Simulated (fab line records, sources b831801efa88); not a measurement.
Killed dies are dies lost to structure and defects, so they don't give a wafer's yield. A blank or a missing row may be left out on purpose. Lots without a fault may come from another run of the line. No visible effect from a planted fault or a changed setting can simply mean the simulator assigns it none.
Which tool is to blame? | flow gf180mcu | 14 lots, 42 wafers sampled, at 2 steps of a route of 602

## WHAT THE GAUGES READ, wafer by wafer
GF_V1_THK_MEAS_01. Usual: V1_CVD_00_THK typically reads 599 nm, with standard deviation 5.5.
lot  | measured     | on           | V1_CVD_00_THK (nm) | flag
L951 | day 16 22:54 | filmMetro-04 | 603 603 604        | 
L953 | day 18 03:04 | filmMetro-01 | 597 599 593        | 
L956 | day 19 15:14 | filmMetro-01 | 601 602 596        | 
L958 | day 20 05:32 | filmMetro-02 | 606 609 617        | 
L960 | day 20 08:22 | filmMetro-02 | 599 588 593        | 
L961 | day 21 02:14 | filmMetro-01 | 595 591 602        | 
L962 | day 21 07:51 | filmMetro-02 | 592 604 605        | 
L963 | day 21 18:41 | filmMetro-04 | 602 598 597        | 
L969 | day 23 14:04 | filmMetro-04 | 592 589 593        | 
L970 | day 23 22:16 | filmMetro-04 | 597 589 594        | 
L971 | day 24 04:32 | filmMetro-04 | 591 598 607        | 
L972 | day 24 14:35 | filmMetro-01 | 604 602 601        | 
L973 | day 24 23:24 | filmMetro-02 | 604 597 604        | 
L974 | day 25 01:06 | filmMetro-02 | 602 600 605        | 

## EACH LOT AND THE TOOL THAT RAN IT (in order: tool; ch and the chambers of the sampled wafers; start)
lot  | GF_CONTACT_CMP_27
L951 | cmp-02 ch 0,1, day 15 23:00
L953 | cmp-02 ch 0,1,2, day 17 01:51
L956 | cmp-01 ch 1,2, day 18 13:22
L958 | cmp-02 ch 1,2,3, day 19 03:30
L960 | cmp-02 ch 0,3, day 19 06:17
L961 | cmp-02 ch 0,2,3, day 20 00:48
L962 | cmp-02 ch 2,3, day 20 06:31
L963 | cmp-01 ch 2,3, day 20 17:32
L969 | cmp-02 ch 1,2,3, day 22 13:54
L970 | cmp-01 ch 1,2,3, day 22 22:39
L971 | cmp-01 ch 1,2,3, day 23 04:42
L972 | cmp-02 ch 2,3, day 23 15:07
L973 | cmp-01 ch 0,1,2, day 23 23:53
L974 | cmp-01 ch 1,2,3, day 24 02:06
- GF_CONTACT_CMP_27: polishes, stops on SiO2, t overpolish 15 s, target thk 0 nm.

## AS READ BY THE TOOLS THEMSELVES (means over the sampled wafers that have a number; for cases with no such wafer, the mark the record gives instead)
GF_CONTACT_CMP_27. Usual: motorCurrentA 11.0 A, standard deviation 1.3; overpolishRunS 15.000 s, standard deviation 0.0097; timeToEndpointS 71 s, standard deviation 3.8.
lot  | tool   | motorCurrentA (A) | overpolishRunS (s) | timeToEndpointS (s) | flag
L951 | cmp-02 | 10.8              | 15.007             | 67                  | 
L953 | cmp-02 | 10.9              | 14.993             | 69                  | 
L956 | cmp-01 | 12.6              | 15.000             | 72                  | 
L958 | cmp-02 | 10.8              | 15.002             | 70                  | 
L960 | cmp-02 | 11.6              | 15.007             | 67                  | 
L961 | cmp-02 | 11.7              | 14.999             | 65                  | 
L962 | cmp-02 | 11.2              | 15.006             | 69                  | 
L963 | cmp-01 | 9.9               | 14.995             | 72                  | 
L969 | cmp-02 | 10.9              | 15.002             | 68                  | 
L970 | cmp-01 | 11.3              | 14.999             | 74                  | 
L971 | cmp-01 | 11.2              | 15.007             | 73                  | 
L972 | cmp-02 | 11.7              | 15.007             | 70                  | 
L973 | cmp-01 | 10.9              | 14.998             | 78                  | 
L974 | cmp-01 | 11.3              | 14.996             | 78                  | 

## THE ANSWER, worked out from the rows above alone
Rule: lot off if the mean of its wafers having a number is beyond 3 standard deviations from the usual mean. Also off: a lot with no number at a reading for which 4 or more lots have one. The other lots that the step has rows for count as sound. After the gauges, taken in route order, come the tools' own readings; for these a lot's mean is taken, as printed above. At the first step where some lot is off, the reading lying furthest off is the one used; lots without a number count as furthest.
None of the lots is off at any reading shown; this tells nothing.

## WHAT THE SIMULATOR HAD PUT IN
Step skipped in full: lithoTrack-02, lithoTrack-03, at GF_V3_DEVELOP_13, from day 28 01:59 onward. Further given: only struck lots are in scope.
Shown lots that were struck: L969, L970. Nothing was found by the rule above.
